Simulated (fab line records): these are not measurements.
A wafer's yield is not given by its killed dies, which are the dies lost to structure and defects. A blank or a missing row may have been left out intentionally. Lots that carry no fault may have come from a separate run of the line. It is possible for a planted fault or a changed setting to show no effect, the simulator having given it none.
Struck lot and sound lot, side by side / flow sky130 / 20 out of 708 route steps
Sound: wafers L695.2, L695.4, L695.5. Wafers L704.1, L704.4, L704.5 were the ones struck. The cause is named last.
Order at every step that has rows: each side's tool, ch and its chambers, its first start. Under that, the readings that differ: sound wafers / struck wafers / difference of the means / sigmas: that difference in standard deviations of wafers without a fault.
alike: readings with means less than 2 such deviations apart, plus words and numbers identical on both sides. not compared: withheld readings, readings lacking a value on some wafer, bounds such as >300 that could conceal the same value, and numbers that have no deviation in the record and whose values overlap.
The two part at a step that has a row with sigmas, a row that says differs or no value, or rows on one side only. Numbers that have no deviation but don't overlap get no sigmas and don't part them. A reading that every wafer of one side lacks parts them only if that side has two wafers or more.

SKY_LDD_HVP_OVL_MEAS_07:
  struck on overlay-01, day 25 23:56; sound on overlay-02, day 22 07:59
  alike: LDD_HVP_OVL
next, for these wafers, 1 step has no rows: SKY_LDD_HVP_IMPLANT_08.
SKY_LDD_HVP_STRIP_09: strips in O2/N2.
  sound on plasma_asher-02 ch 1, day 22 08:10; struck on plasma_asher-01 ch 0,1, day 26 00:07
  alike: drypump_motor_current_A, oes_product_au, strip_time_to_endpoint_s
  not compared: rf_hours_counter_h
SKY_LDD_HVP_TW_MEAS_10:
  struck on film_metro-01, day 26 00:13; sound on film_metro-03, day 22 08:16
  alike: LDD_HVP_TW
then, 7 steps without rows for these wafers: SKY_LDD_LDN_DEHYDRATE_00 (time 60 s); SKY_LDD_LDN_HMDS_01 (prime time 60 s); SKY_LDD_LDN_COAT_02 (resist thk 1140 nm); SKY_LDD_LDN_SOFTBAKE_03 (time 60 s); SKY_LDD_LDN_EXPOSE_04 (exposes mask LDNTM, target cd 700 nm); SKY_LDD_LDN_PEB_05; SKY_LDD_LDN_DEVELOP_06 (develop time 60 s).
SKY_LDD_LDN_OVL_MEAS_07:
  struck on overlay-02, day 27 04:56; sound on overlay-02, day 23 14:05
  alike: LDD_LDN_OVL
SKY_LDD_LDN_IMPLANT_08:
  sound on implanter-04 ch 0, day 23 14:08; struck on implanter-01 ch 0, day 27 04:58
reading=implant_ion_amu; sound=75 75 75; struck=49 49 49; difference=-26; sigmas=
reading=model.implant.drp_nm (nm); sound=5.933 5.933 5.933; struck=7.963 7.963 7.963; difference=+2.030; sigmas=
reading=model.implant.rp_nm (nm); sound=13.12 13.12 13.12; struck=13.65 13.65 13.65; difference=+0.53; sigmas=
  alike: beam_on_s
then, 3 steps without rows for these wafers: SKY_LDD_LDN_IMPLANT_09; SKY_LDD_LDN_IMPLANT_10; SKY_LDD_LDN_IMPLANT_11.
SKY_LDD_LDN_STRIP_12: strips in O2/N2.
  sound on plasma_asher-04 ch 1, day 23 14:43; struck on plasma_asher-04 ch 0,1, day 27 05:34
  alike: drypump_motor_current_A, oes_product_au, strip_time_to_endpoint_s
  not compared: rf_hours_counter_h
SKY_LDD_LDN_TW_MEAS_13:
  struck on film_metro-04, day 27 05:40; sound on film_metro-01, day 23 14:50
reading=LDD_LDN_TW; sound=1492 1489 1496; struck=1410 1411 1405; difference=-84; sigmas=-7
then, 1 step without rows for these wafers: SKY_LDD_LDN_CLEAN_14 (cleans in SC1/SC2, time 150 s).
-- a jump in the record: the struck wafers' starts before and after are 22 days apart (it breaks off in module LDD_LDN and resumes in module PAD_OPEN, where the first step shown is number 708 of the route) --
SKY_PAD_OPEN_PROBE_99:
  struck on prober-02, day 49 01:38; sound on prober-02, day 46 08:06
reading=killed_at_M0_to_M3; sound=32 30 38; struck=51 50; difference=+17; sigmas=+3
reading=model.etest.tip_sonos.rs_ohm_sq; sound=2649 2618 2632; struck=9354 9510; difference=+6799; sigmas=
reading=model.etest.sonos_uncharged.r_on_ohm_um; sound=809.8 799.6 799.8; struck=941.8 940.7; difference=+138.2; sigmas=
reading=model.etest.tip_sonos.rs_ohm_sq_range; sound=40.54 43.99 46.05; struck=84.74 130.7; difference=+64.19; sigmas=
reading=model.etest.sonos_erased.drive_ua_um; sound=179.1 225.7 212.1; struck=133.8 142.5; difference=-67.5; sigmas=
reading=model.etest.tip_sonos.rs_ohm_sq_rim_less_centre; sound=-24.39 -26.81 -10.21; struck=38.01 78.98; difference=+78.97; sigmas=
reading=model.etest.sonos_erased.vt_v (V); sound=-2.318 -2.401 -2.378; struck=-1.895 -1.893; difference=+0.472; sigmas=
reading=model.etest.sonos_uncharged.vt_v (V); sound=-0.4507 -0.416 -0.4089; struck=-0.1701 -0.1385; difference=+0.2709; sigmas=
reading=model.etest.sonos_baked.vt_v (V); sound=0.9589 1.019 0.9848; struck=1.245 1.208; difference=+0.239; sigmas=
  alike: killed_at_M4_up, killed_at_contacts, killed_at_front_end, killed_at_other, killed_dies, killed_open, killed_short

WHERE THEY PART
Last at SKY_PAD_OPEN_PROBE_99 as far as this record goes, first at SKY_LDD_LDN_TW_MEAS_13.

WHY: what had been put in by the simulator
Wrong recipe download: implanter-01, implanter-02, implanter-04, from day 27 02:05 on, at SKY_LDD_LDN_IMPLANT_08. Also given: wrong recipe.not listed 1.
